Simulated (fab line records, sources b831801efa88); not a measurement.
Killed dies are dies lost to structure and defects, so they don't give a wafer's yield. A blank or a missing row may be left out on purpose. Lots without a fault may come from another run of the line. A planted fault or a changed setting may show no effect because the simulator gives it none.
A struck lot beside a sound one | flow sky130 | 36 steps out of a route of 708
Sound: wafers L696.3, L696.5, L696.6. Struck: wafers L706.1, L706.2, L706.6. The cause comes at the end.
At each step with rows: each side's tool, then ch and its chambers, then its first start. Under that, the readings that differ: sound wafers | struck wafers | difference of the means | sigmas: that difference in standard deviations of wafers without a fault.
alike: readings whose means differ by less than 2 such deviations, and words and numbers that are the same on both sides. not compared: withheld readings, readings that some wafer has no value for, bounds like >300 that may hide the same value, and numbers for which the record gives no deviation and whose values overlap.
The two part at a step that has a row with sigmas, a row that says differs or no value, or rows on one side only. Numbers that don't overlap but have no deviation are shown without sigmas and don't part them. A reading that every wafer of one side lacks parts them only if that side has two wafers or more.

first, 10 steps without rows for these wafers: SKY_GATE_OXIDE_HMDS_04 (prime time 60 s); SKY_GATE_OXIDE_COAT_05 (resist thk 1140 nm); SKY_GATE_OXIDE_SOFTBAKE_06 (time 60 s); SKY_GATE_OXIDE_EXPOSE_07 (exposes mask LVOM, target cd 600 nm); SKY_GATE_OXIDE_PEB_08; SKY_GATE_OXIDE_DEVELOP_09 (develop time 60 s); SKY_GATE_OXIDE_IMPLANT_11; SKY_GATE_OXIDE_WET_ETCH_12 (etches SiO2 in dHF, target depth 16.8 nm, time 336 s); SKY_GATE_OXIDE_STRIP_13 (strips in O2/N2); SKY_GATE_OXIDE_CLEAN_15 (cleans in SC1/SC2, time 150 s).
SKY_GATE_OXIDE_OXIDATION_16: stabilise 600 s, purge 300 s, target thk 3.57 nm.
  sound on furnace-01 ch 0, day 17 00:57; struck on furnace-02 ch 0, day 20 18:05
  reading                                           | sound             | struck            | difference | sigmas
  model.SiO2_of_GATE_OXIDE_OXIDATION_01.thk_nm (nm) | 11.62 11.63 11.56 | 12.48 12.44 12.43 | +0.85      |
  alike: ox_temp_c, ramp_up_c_per_min, zone_power_centre_pct
then, 24 steps without rows for these wafers: SKY_POLY_GATE_CVD_00 (deposits poly-Si, target thk 180 nm, time 720 s); SKY_RES_PROTECT_DEHYDRATE_00 (time 60 s); SKY_RES_PROTECT_HMDS_01 (prime time 60 s); SKY_RES_PROTECT_COAT_02 (resist thk 1140 nm); SKY_RES_PROTECT_SOFTBAKE_03 (time 60 s); SKY_RES_PROTECT_EXPOSE_04 (exposes mask RPM, target cd 1270 nm); SKY_RES_PROTECT_PEB_05; SKY_RES_PROTECT_DEVELOP_06 (develop time 60 s); SKY_POLY_GATE_IMPLANT_02; SKY_RES_PROTECT_STRIP_07 (strips in O2/N2); SKY_RES_PROTECT_CLEAN_09 (cleans in SC1/SC2, time 150 s); SKY_POLY_GATE_CVD_03 (deposits Si3N4 from DCS/NH3, target thk 75 nm, time 1290 s); SKY_POLY_GATE_DEHYDRATE_05 (time 60 s); SKY_POLY_GATE_HMDS_06 (prime time 60 s); SKY_POLY_GATE_COAT_07 (resist thk 110 nm); SKY_POLY_GATE_COAT_08 (resist thk 450 nm); SKY_POLY_GATE_SOFTBAKE_09 (time 90 s); SKY_POLY_GATE_EXPOSE_10 (exposes mask P1M, target cd 150 nm); SKY_POLY_GATE_PEB_11; SKY_POLY_GATE_DEVELOP_12 (develop time 60 s); SKY_POLY_GATE_ETCH_15 (etches BARC in N2/H2, stops on SiO2, time 118.5 s, target depth 110 nm); SKY_POLY_GATE_ETCH_16 (etches Si3N4 in CH3F/O2, stops on poly-Si, time 147.5 s, target depth 75 nm); SKY_POLY_GATE_ETCH_17 (etches poly-Si in HBr/Cl2, stops on SiO2, target depth 180 nm, time 70.5 s); SKY_POLY_GATE_STRIP_18 (strips in O2/N2).
-- the record jumps here: 30 days lie between the struck wafers' starts before and after (it left off in module POLY_GATE and takes up again in module PAD_OPEN, whose first step shown is number 708 of the route) --
SKY_PAD_OPEN_PROBE_99:
  sound on prober-01, day 48 03:45; struck on prober-02, day 50 11:19
  reading                                   | sound                        | struck                                                               | difference                   | sigmas
  hold                                      | - - -                        | await_dispo/6.2h/scrap await_dispo/6.2h/scrap await_dispo/6.2h/scrap | no value on the sound wafers |
  model.etest.nfet_16v.r_on_ohm_um          | 1.389e+04 1.396e+04 1.37e+04 | 1.445e+04 1.456e+04 1.468e+04                                        | +7.133e+02                   |
  model.etest.pfet_01v8.r_on_ohm_um         | 2788 2830 2776               | 3154 3236 3260                                                       | +419                         |
  model.etest.tip_sonos.rs_ohm_sq           | 2709 2700 2702               | 2863 2828 2833                                                       | +138                         |
  model.etest.pfet_g5v0d10v5.r_on_ohm_um    | 4664 4690 4673               | 4876 5002 5089                                                       | +313                         |
  model.etest.nfet_01v8.r_on_ohm_um         | 824.3 836.2 827.1            | 979 976.2 998.9                                                      | +156                         |
  model.etest.nfet_01v8_lvt.drive_ua_um     | 575.8 571 576                | 468.8 473.4 456.8                                                    | -107.9                       |
  model.etest.nfet_01v8_swapped.drive_ua_um | 509.9 506.1 510.8            | 400.4 406.6 393.6                                                    | -108.7                       |
  model.etest.nfet_01v8_turned.drive_ua_um  | 508.2 502.4 512.1            | 402 403.6 391.8                                                      | -108                         |
  alike: killed_at_M0_to_M3, killed_at_M4_up, killed_at_contacts, killed_at_front_end, killed_at_other, killed_dies, killed_open, killed_short

WHERE THEY PART
Only at SKY_PAD_OPEN_PROBE_99, within this record.

WHY: what the simulator had put in
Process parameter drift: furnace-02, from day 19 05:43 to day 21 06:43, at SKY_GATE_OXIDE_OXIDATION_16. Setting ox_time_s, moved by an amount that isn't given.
